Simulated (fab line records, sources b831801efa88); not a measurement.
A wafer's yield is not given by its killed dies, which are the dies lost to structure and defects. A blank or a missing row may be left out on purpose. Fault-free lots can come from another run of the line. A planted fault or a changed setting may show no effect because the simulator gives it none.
Which tool was responsible? :: flow sky130 :: 13 lots, 39 wafers sampled, at 5 steps of a route of 708

WHAT THE GAUGES SHOWED, per wafer
SKY_SONOS_ONO_THK_MEAS_05. Usual: SONOS_ONO_CVD_04_THK 5.80 nm, standard deviation 0.1.
lot: L878
measured: day 12 13:56
on: filmMetro-01
SONOS_ONO_CVD_04_THK (nm): 5.88 5.71 5.79
flag: 

lot: L879
measured: day 12 19:49
on: filmMetro-02
SONOS_ONO_CVD_04_THK (nm): 6.09 6.02 5.93
flag: 

lot: L880
measured: day 13 06:03
on: filmMetro-01
SONOS_ONO_CVD_04_THK (nm): 5.68 5.63 5.62
flag: 

lot: L881
measured: day 13 12:54
on: filmMetro-03
SONOS_ONO_CVD_04_THK (nm): 5.81 5.70 5.72
flag: 

lot: L882
measured: day 13 18:05
on: filmMetro-03
SONOS_ONO_CVD_04_THK (nm): 5.72 5.79 5.73
flag: 

lot: L883
measured: day 14 11:02
on: filmMetro-03
SONOS_ONO_CVD_04_THK (nm): 5.97 5.97 5.94
flag: 

lot: L884
measured: day 15 10:26
on: filmMetro-02
SONOS_ONO_CVD_04_THK (nm): 5.75 5.77 5.92
flag: 

lot: L887
measured: day 16 00:07
on: filmMetro-02
SONOS_ONO_CVD_04_THK (nm): 5.82 5.82 5.91
flag: 

lot: L889
measured: day 16 04:53
on: filmMetro-03
SONOS_ONO_CVD_04_THK (nm): 5.96 5.98 5.96
flag: 

lot: L890
measured: day 16 18:12
on: filmMetro-03
SONOS_ONO_CVD_04_THK (nm): 5.73 5.80 5.84
flag: 

lot: L891
measured: day 16 22:02
on: filmMetro-03
SONOS_ONO_CVD_04_THK (nm): 6.00 5.84 5.94
flag: 

lot: L892
measured: day 17 07:26
on: filmMetro-01
SONOS_ONO_CVD_04_THK (nm): 5.88 5.70 5.71
flag: 

lot: L897
measured: day 19 01:41
on: filmMetro-03
SONOS_ONO_CVD_04_THK (nm): 5.76 5.81 5.86
flag: 

SKY_SONOS_ONO_OVL_MEAS_14. Usual: SONOS_ONO_OVL -0.2 nm, standard deviation 1.4.
lot: L878
measured: day 13 16:11
on: overlay-01
SONOS_ONO_OVL (nm): 0.2 0.1 0.7
flag: 

lot: L879
measured: day 13 22:19
on: overlay-01
SONOS_ONO_OVL (nm): -1.7 0.1 -0.6
flag: 

lot: L880
measured: day 14 08:06
on: overlay-02
SONOS_ONO_OVL (nm): -0.5 -0.3 2.0
flag: 

lot: L881
measured: day 14 16:05
on: overlay-01
SONOS_ONO_OVL (nm): -3.5 -1.4 -1.4
flag: 

lot: L882
measured: day 14 21:11
on: overlay-02
SONOS_ONO_OVL (nm): -0.1 1.1 0.1
flag: 

lot: L883
measured: day 15 15:08
on: overlay-01
SONOS_ONO_OVL (nm): -1.0 0.2 -0.4
flag: 

lot: L884
measured: day 16 14:31
on: overlay-01
SONOS_ONO_OVL (nm): -0.9 -1.2 0.7
flag: 

lot: L887
measured: day 17 04:33
on: overlay-02
SONOS_ONO_OVL (nm): -0.1 1.4 1.3
flag: 

lot: L889
measured: day 17 10:43
on: overlay-01
SONOS_ONO_OVL (nm): 2.1 -0.9 -0.8
flag: 

lot: L890
measured: day 18 00:07
on: overlay-02
SONOS_ONO_OVL (nm): 0.9 0.3 -0.3
flag: 

lot: L891
measured: day 18 03:40
on: overlay-01
SONOS_ONO_OVL (nm): -0.5 0.6 -0.4
flag: 

lot: L892
measured: day 18 13:08
on: overlay-01
SONOS_ONO_OVL (nm): 0.5 -2.0 1.3
flag: 

lot: L897
measured: day 20 08:39
on: overlay-01
SONOS_ONO_OVL (nm): 1.2 0.3 -1.4
flag: 

SKY_GATE_OXIDE_TW_MEAS_14. Usual: GATE_OXIDE_TW 224.8, standard deviation 1.
lot: L878
measured: day 14 21:43
on: filmMetro-01
GATE_OXIDE_TW: 222.0 225.5 223.9
flag: 

lot: L879
measured: day 15 03:52
on: filmMetro-04
GATE_OXIDE_TW: 224.8 226.8 225.5
flag: 

lot: L880
measured: day 15 14:44
on: filmMetro-01
GATE_OXIDE_TW: 223.3 223.4 224.8
flag: 

lot: L881
measured: day 15 23:18
on: filmMetro-04
GATE_OXIDE_TW: 224.9 224.1 225.9
flag: 

lot: L882
measured: day 16 03:45
on: filmMetro-03
GATE_OXIDE_TW: 223.0 224.2 224.4
flag: 

lot: L883
measured: day 17 00:20
on: filmMetro-03
GATE_OXIDE_TW: 224.1 225.9 224.2
flag: 

lot: L884
measured: day 17 23:35
on: filmMetro-04
GATE_OXIDE_TW: 224.8 225.1 225.9
flag: 

lot: L887
measured: day 18 14:23
on: filmMetro-03
GATE_OXIDE_TW: 205.9 206.3 207.7
flag: OFF

lot: L889
measured: day 18 19:51
on: filmMetro-03
GATE_OXIDE_TW: 224.7 223.9 223.5
flag: 

lot: L890
measured: day 19 09:19
on: filmMetro-01
GATE_OXIDE_TW: 223.7 223.9 223.3
flag: 

lot: L891
measured: day 19 13:51
on: filmMetro-04
GATE_OXIDE_TW: 225.3 224.4 225.9
flag: 

lot: L892
measured: day 19 23:41
on: filmMetro-01
GATE_OXIDE_TW: 205.3 205.8 206.2
flag: OFF

lot: L897
measured: day 21 19:08
on: filmMetro-04
GATE_OXIDE_TW: 225.5 225.0 226.2
flag: 

SKY_POLY_GATE_THK_MEAS_04. Usual: POLY_GATE_CVD_03_THK 75.2 nm, standard deviation 0.76.
lot: L878
measured: day 16 06:55
on: filmMetro-01
POLY_GATE_CVD_03_THK (nm): 74.8 73.7 74.3
flag: 

lot: L879
measured: day 16 11:49
on: filmMetro-01
POLY_GATE_CVD_03_THK (nm): 74.7 74.4 74.9
flag: 

lot: L880
measured: day 17 01:43
on: filmMetro-04
POLY_GATE_CVD_03_THK (nm): 75.5 75.7 75.6
flag: 

lot: L881
measured: day 17 09:33
on: filmMetro-04
POLY_GATE_CVD_03_THK (nm): 74.6 75.1 75.3
flag: 

lot: L882
measured: day 17 16:45
on: filmMetro-02
POLY_GATE_CVD_03_THK (nm): 74.8 74.9 75.8
flag: 

lot: L883
measured: day 18 13:25
on: filmMetro-02
POLY_GATE_CVD_03_THK (nm): 76.3 76.0 76.6
flag: 

lot: L884
measured: day 19 11:00
on: filmMetro-01
POLY_GATE_CVD_03_THK (nm): 75.4 75.9 75.9
flag: 

lot: L887
measured: day 20 04:11
on: filmMetro-04
POLY_GATE_CVD_03_THK (nm): 75.8 74.8 75.6
flag: 

lot: L889
measured: day 20 09:02
on: filmMetro-04
POLY_GATE_CVD_03_THK (nm): 75.3 75.0 74.8
flag: 

lot: L890
measured: day 20 20:41
on: filmMetro-04
POLY_GATE_CVD_03_THK (nm): 73.8 73.8 74.0
flag: 

lot: L891
measured: day 21 01:05
on: filmMetro-01
POLY_GATE_CVD_03_THK (nm): 75.4 75.7 75.6
flag: 

lot: L892
measured: day 21 11:26
on: filmMetro-04
POLY_GATE_CVD_03_THK (nm): 74.5 74.2 74.6
flag: 

lot: L897
measured: day 23 06:16
on: filmMetro-01
POLY_GATE_CVD_03_THK (nm): 75.6 75.4 75.1
flag: 

WHICH TOOL RAN EACH LOT (tool, then ch and the chambers of the sampled wafers, then the start)
lot: L878
SKY_GATE_OXIDE_IMPLANT_11: implanter-04 ch 0, day 14 21:23

lot: L879
SKY_GATE_OXIDE_IMPLANT_11: implanter-02 ch 0, day 15 03:31

lot: L880
SKY_GATE_OXIDE_IMPLANT_11: implanter-02 ch 0, day 15 14:23

lot: L881
SKY_GATE_OXIDE_IMPLANT_11: implanter-04 ch 0, day 15 22:58

lot: L882
SKY_GATE_OXIDE_IMPLANT_11: implanter-04 ch 0, day 16 03:26

lot: L883
SKY_GATE_OXIDE_IMPLANT_11: implanter-02 ch 0, day 17 00:01

lot: L884
SKY_GATE_OXIDE_IMPLANT_11: implanter-04 ch 0, day 17 23:14

lot: L887
SKY_GATE_OXIDE_IMPLANT_11: implanter-02 ch 0, day 18 14:02

lot: L889
SKY_GATE_OXIDE_IMPLANT_11: implanter-04 ch 0, day 18 19:32

lot: L890
SKY_GATE_OXIDE_IMPLANT_11: implanter-01 ch 0, day 19 08:58

lot: L891
SKY_GATE_OXIDE_IMPLANT_11: implanter-04 ch 0, day 19 13:31

lot: L892
SKY_GATE_OXIDE_IMPLANT_11: implanter-02 ch 0, day 19 23:20

lot: L897
SKY_GATE_OXIDE_IMPLANT_11: implanter-01 ch 0, day 21 18:47
- SKY_GATE_OXIDE_IMPLANT_11

AS READ BY THE TOOLS THEMSELVES (means over the sampled wafers that have a number; for cases with no such wafer, the mark the record gives instead)
SKY_GATE_OXIDE_IMPLANT_11. Usual: doseIonsCm2 2.5995e+12, standard deviation 2.8e+09; faradayCurrentUA 14.72, standard deviation 0.27.
lot: L878
tool: implanter-04
doseIonsCm2: 2.5980e+12
faradayCurrentUA: 14.87
flag: 

lot: L879
tool: implanter-02
doseIonsCm2: 2.5986e+12
faradayCurrentUA: 14.82
flag: 

lot: L880
tool: implanter-02
doseIonsCm2: 2.5997e+12
faradayCurrentUA: 14.59
flag: 

lot: L881
tool: implanter-04
doseIonsCm2: 2.6000e+12
faradayCurrentUA: 14.66
flag: 

lot: L882
tool: implanter-04
doseIonsCm2: 2.6010e+12
faradayCurrentUA: 14.54
flag: 

lot: L883
tool: implanter-02
doseIonsCm2: 2.6020e+12
faradayCurrentUA: 14.68
flag: 

lot: L884
tool: implanter-04
doseIonsCm2: 2.6000e+12
faradayCurrentUA: 14.82
flag: 

lot: L887
tool: implanter-02
doseIonsCm2: 1.9370e+12
faradayCurrentUA: 11.02
flag: OFF

lot: L889
tool: implanter-04
doseIonsCm2: 2.6042e+12
faradayCurrentUA: 14.72
flag: 

lot: L890
tool: implanter-01
doseIonsCm2: 2.5996e+12
faradayCurrentUA: 14.67
flag: 

lot: L891
tool: implanter-04
doseIonsCm2: 2.6010e+12
faradayCurrentUA: 14.56
flag: 

lot: L892
tool: implanter-02
doseIonsCm2: 1.9335e+12
faradayCurrentUA: 10.97
flag: OFF

lot: L897
tool: implanter-01
doseIonsCm2: 2.6002e+12
faradayCurrentUA: 14.81
flag: 

THE ANSWER, worked out from the rows above alone
Rule: lot off if the mean of its wafers having a number is beyond 3 standard deviations from the usual mean. A lot without any number at a reading at which 4 lots or more have one is off too. Where the step has rows for the other lots, those lots are counted as sound. Order of review: gauges by route order, followed by the tools' own readings, for which a lot's mean as printed above is used. The first step at which some lot is off is used, and at that step the reading that is off furthest; a lot without a number counts as furthest.
Off: at SKY_GATE_OXIDE_TW_MEAS_14 (GATE_OXIDE_TW), L887, L892.
If a tool, at a process step before that reading, ran all the lots that are off and no sound lot after the first of them, it fits. The gauges at SKY_GATE_OXIDE_TW_MEAS_14 aren't tried: what is off there is off at SKY_GATE_OXIDE_IMPLANT_11 too, on other tools, and a gauge's error can't cause that. One fits: implanter-02 at SKY_GATE_OXIDE_IMPLANT_11. Its last sound lot is L883 (day 17 00:01), its first lot that is off L887 (day 18 14:02): a fault that began between those two fits.
The tool's own readings at SKY_GATE_OXIDE_IMPLANT_11 bear it out: on the lots that are off they differ by more than 5 times the standard deviation of the sound lots' means. doseIonsCm2 reads 1.9352e+12 there against 2.6004e+12 on the sound lots; faradayCurrentUA reads 11.00 there against 14.70 on the sound lots.

WHAT THE SIMULATOR PUT IN
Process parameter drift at SKY_GATE_OXIDE_IMPLANT_11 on implanter-02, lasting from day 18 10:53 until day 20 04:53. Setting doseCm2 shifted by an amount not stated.
Struck lots among those shown: L887, L892. Same finding as the rule above.
